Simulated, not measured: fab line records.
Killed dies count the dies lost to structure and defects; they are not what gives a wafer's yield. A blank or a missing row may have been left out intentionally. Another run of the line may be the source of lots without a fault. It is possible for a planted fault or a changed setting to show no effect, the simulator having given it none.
Which of the tools did it? | flow gf180mcu | 6 lots, 18 wafers sampled, at 3 steps of a route of 602

== WHAT THE GAUGES SHOWED, per wafer ==
GF_NWELL_TW_MEAS_11.
lot  | measured    | on            | NWELL_TW
L204 | day 4 09:13 | film_metro-03 | 1580 1576 1582
L206 | day 4 17:17 | film_metro-01 | 1535 1530 1538
L208 | day 5 09:25 | film_metro-03 | 1581 1573 1582
L210 | day 5 18:43 | film_metro-01 | 1547 1540 1540
L214 | day 6 08:53 | film_metro-01 | 1541 1544 1548
L222 | day 8 02:27 | film_metro-03 | 1717 1725 1715

== WHICH TOOL RAN EACH LOT (tool, then ch and the chambers of the sampled wafers, then the start) ==
lot  | GF_STI_STRIP_15                     | GF_NWELL_IMPLANT_08
L204 | plasma_asher-02 ch 0,1, day 2 17:41 | implanter-02 ch 0, day 4 08:52
L206 | plasma_asher-03 ch 0,1, day 3 03:02 | implanter-03 ch 0, day 4 16:54
L208 | plasma_asher-03 ch 0,1, day 3 18:41 | implanter-03 ch 0, day 5 09:01
L210 | plasma_asher-04 ch 0,1, day 4 03:37 | implanter-03 ch 0, day 5 18:18
L214 | plasma_asher-02 ch 0,1, day 4 21:55 | implanter-02 ch 0, day 6 08:31
L222 | plasma_asher-03 ch 0, day 6 14:14   | implanter-03 ch 0, day 8 02:03
- GF_STI_STRIP_15: strips in O2/N2.
- GF_NWELL_IMPLANT_08

== THE ANSWER, worked out from the rows above alone ==
Rule: the usual values come from the lots themselves. Put in order of their means at a reading, lots are off if they are a third of the lots or fewer, leave a main group of 4 or more, and stand apart from it by a gap of 3 or more times the standard deviation of the main group's means; of several such gaps the widest counts. A main group is skipped when, at the precision printed for the reading in the tables above, its means are all equal. A lot without any number at a reading at which 4 lots or more have one is off too. The other lots that the step has rows for count as sound.
Off: at GF_NWELL_TW_MEAS_11 (NWELL_TW), L222. Mean 1556 and standard deviation 19 in the main group.
A tool fits if, at a process step before that reading, it ran every lot that is off, and no sound lot after the first of them. Gauges at GF_NWELL_TW_MEAS_11: tried the same way as those tools. Can't be told from this: 3 tools fit, plasma_asher-03 at GF_STI_STRIP_15, implanter-03 at GF_NWELL_IMPLANT_08, film_metro-03 at GF_NWELL_TW_MEAS_11.

== WHAT THE SIMULATOR HAD PUT IN ==
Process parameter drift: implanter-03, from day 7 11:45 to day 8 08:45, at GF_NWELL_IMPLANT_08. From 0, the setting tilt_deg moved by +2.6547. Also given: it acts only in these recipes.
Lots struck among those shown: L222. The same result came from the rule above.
